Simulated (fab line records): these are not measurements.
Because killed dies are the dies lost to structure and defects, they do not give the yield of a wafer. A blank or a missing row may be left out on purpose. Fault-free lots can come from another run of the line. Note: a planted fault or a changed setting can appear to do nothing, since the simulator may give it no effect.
One fault through the eyes of 2 desks || flow sky130 || only its own numbers are on each desk; what lay behind them is given at the end

THE TOOL OWNER'S DESK: hdpcvd-01
The tool's own readings at SKY_CONTACT_HDPCVD_02 (deposits SiO2, target thk 565 nm, time 94.2 s): means of the sampled wafers that have a number, for each lot that ran on this tool. Any lot whose mean is over 4 standard deviations away from the usual mean is out of limits and marked OUT; that distance is given in the brackets.
Columns: A = sih4 flow sccm at SKY_CONTACT_HDPCVD_02, usual 59.98 sccm
{"lot": "L140", "first seen here": "day 32 01:10", "A": 60.21}
{"lot": "L145", "first seen here": "day 34 05:29", "A": 59.90}
{"lot": "L149", "first seen here": "day 35 09:46", "A": "51.91 (-45) OUT"}
{"lot": "L150", "first seen here": "day 35 13:37", "A": "55.98 (-22) OUT"}
This desk finds L149, L150 out of limits, L149 being first, at day 35 09:46 (sih4 flow sccm at SKY_CONTACT_HDPCVD_02). In limits: L140, L145.

FROM THE METROLOGY DESK
Lot by lot, what the gauges showed, no matter which tool ran the lot: averages of those sampled wafers that carry a number. Any lot whose mean is over 4 standard deviations away from the usual mean is out of limits and marked OUT; that distance is given in the brackets.
Columns: A = CONTACT_HDPCVD_THK at SKY_CONTACT_THK_MEAS_03, usual 563 nm; B = CONTACT_OVL at SKY_CONTACT_OVL_MEAS_15, usual -2 nm; C = CONTACT_W_RS at SKY_CONTACT_RS_MEAS_25, usual 0.337 ohm/sq
{"lot": "L138", "first seen here": "day 31 15:44", "A": 570, "B": -0, "C": 0.333}
{"lot": "L139", "first seen here": "day 31 20:54", "A": 563, "B": -1, "C": 0.338}
{"lot": "L140", "first seen here": "day 32 01:14", "A": 563, "B": 2, "C": 0.336}
{"lot": "L145", "first seen here": "day 34 05:33", "A": 560, "B": 1, "C": 0.338}
{"lot": "L149", "first seen here": "day 35 09:50", "A": "494 (-13) OUT", "B": -5, "C": 0.334}
{"lot": "L150", "first seen here": "day 35 13:41", "A": "530 (-6.0) OUT", "B": -5, "C": 0.336}
{"lot": "L151", "first seen here": "day 35 19:02", "A": 566, "B": -2, "C": 0.335}
{"lot": "L154", "first seen here": "day 36 15:50", "A": 564, "B": -9, "C": 0.333}
{"lot": "L157", "first seen here": "day 37 13:14", "A": 561, "B": -3, "C": 0.339}
{"lot": "L158", "first seen here": "day 37 17:50", "A": 564, "B": 2, "C": 0.335}
{"lot": "L159", "first seen here": "day 38 08:05", "A": 565, "B": -2, "C": 0.340}
{"lot": "L161", "first seen here": "day 38 18:35", "A": 569, "B": 1, "C": 0.335}
This desk finds L149, L150 out of limits, with the earliest case on L149 at day 35 09:50 (CONTACT_HDPCVD_THK at SKY_CONTACT_THK_MEAS_03). In limits: L138, L139, L140, L145, L151, L154, L157, L158, L159, L161.

ALL TOGETHER
At day 35 09:46, on L149, L150, the tool owner's desk was in a position to raise an alarm.
The metrology desk could have raised an alarm at day 35 09:50, on L149, L150.
On hdpcvd-01, each named lot ran SKY_CONTACT_HDPCVD_02.

WHAT HAD BEEN PUT IN BY THE SIMULATOR
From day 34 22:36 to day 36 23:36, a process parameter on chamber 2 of hdpcvd-01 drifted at SKY_CONTACT_HDPCVD_02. From 60, the setting sih4 flow sccm moved by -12. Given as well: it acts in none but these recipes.
Struck lots among those shown: L149, L150.
Counting hours from when the fault started, the first reading out of limits came at 11 for the tool owner's desk and at 11 for the metrology desk.
